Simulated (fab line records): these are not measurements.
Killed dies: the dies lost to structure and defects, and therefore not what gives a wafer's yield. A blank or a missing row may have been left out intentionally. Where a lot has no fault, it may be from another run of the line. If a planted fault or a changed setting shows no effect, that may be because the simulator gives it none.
Struck lot and sound lot, side by side || flow gf180mcu || 14 steps out of a route of 602
Sound: the wafers L932.1, L932.4, L932.5. Wafers struck: L931.1, L931.4, L931.6. At the end, the cause is stated.
Each step with rows lists, per side, the tool, then ch with its chambers, then its first start. Under that, the readings that differ: sound wafers || struck wafers || difference of the means || sigmas: that difference in standard deviations of wafers without a fault.
alike: a reading whose means differ by less than 2 such deviations, as well as words and numbers matching on both sides. not compared: withheld readings; readings where some wafer has no value; bounds like >300 that might hide an equal value; numbers whose values overlap and for which the record gives no deviation.
A row with sigmas, a row that says differs or no value, or rows on one side alone: a step with any of these is where the two part. When numbers do not overlap yet have no deviation, they are printed without sigmas and do not part them. A reading that every wafer of one side lacks parts them only if that side has two wafers or more.

first, 1 step without rows for these wafers: GF_MVSD_DEVELOP_06 (develop time 60 s).
GF_MVSD_OVL_MEAS_07:
  sound on overlay-01, day 8 22:15; struck on overlay-02, day 8 14:23
  alike: MVSD_OVL
then, 2 steps without rows for these wafers: GF_MVSD_IMPLANT_08; GF_MVSD_IMPLANT_09.
GF_MVSD_STRIP_10: strips in O2/N2.
  sound on plasma_asher-02 ch 0,1, day 8 22:35; struck on plasma_asher-03 ch 0,1, day 8 14:43
  alike: drypump_motor_current_A, heater_power_w, oes_product_au, strip_time_to_endpoint_s
  not compared: rf_hours_counter_h
GF_MVSD_TW_MEAS_11:
  sound on film_metro-01, day 8 22:41; struck on film_metro-02, day 8 14:49
  alike: MVSD_TW
then, 6 steps without rows for these wafers: GF_MVPSD_DEHYDRATE_00 (time 60 s); GF_MVPSD_HMDS_01 (prime time 60 s); GF_MVPSD_COAT_02 (resist thk 2966 nm); GF_MVPSD_SOFTBAKE_03; GF_MVPSD_EXPOSE_04 (exposes mask MVPSD, target cd 1000 nm); GF_MVPSD_PEB_05.
GF_MVPSD_DEVELOP_06: develop time 60 s.
  struck on litho_track-01, day 9 09:00; sound on litho_track-01 ch 0, day 9 17:00
  no value came back on the struck wafers for chill_plate_temp_C (C), develop_time_s (s), developer_temp_C (C); on the sound wafers chill_plate_temp_C (C) reads 23.12 23.04 23.04
GF_MVPSD_OVL_MEAS_07:
  sound on overlay-01, day 9 17:40; struck on overlay-01, day 9 09:25
{"reading": "MVPSD_OVL (nm)", "sound": "-1.2 1.9 1.5", "struck": "- - -", "difference": "no value on the struck wafers", "sigmas": ""}

== WHERE THEY PART ==
Earliest at GF_MVPSD_DEVELOP_06; latest, in this record, at GF_MVPSD_OVL_MEAS_07.

WHY: the cause the simulator had injected
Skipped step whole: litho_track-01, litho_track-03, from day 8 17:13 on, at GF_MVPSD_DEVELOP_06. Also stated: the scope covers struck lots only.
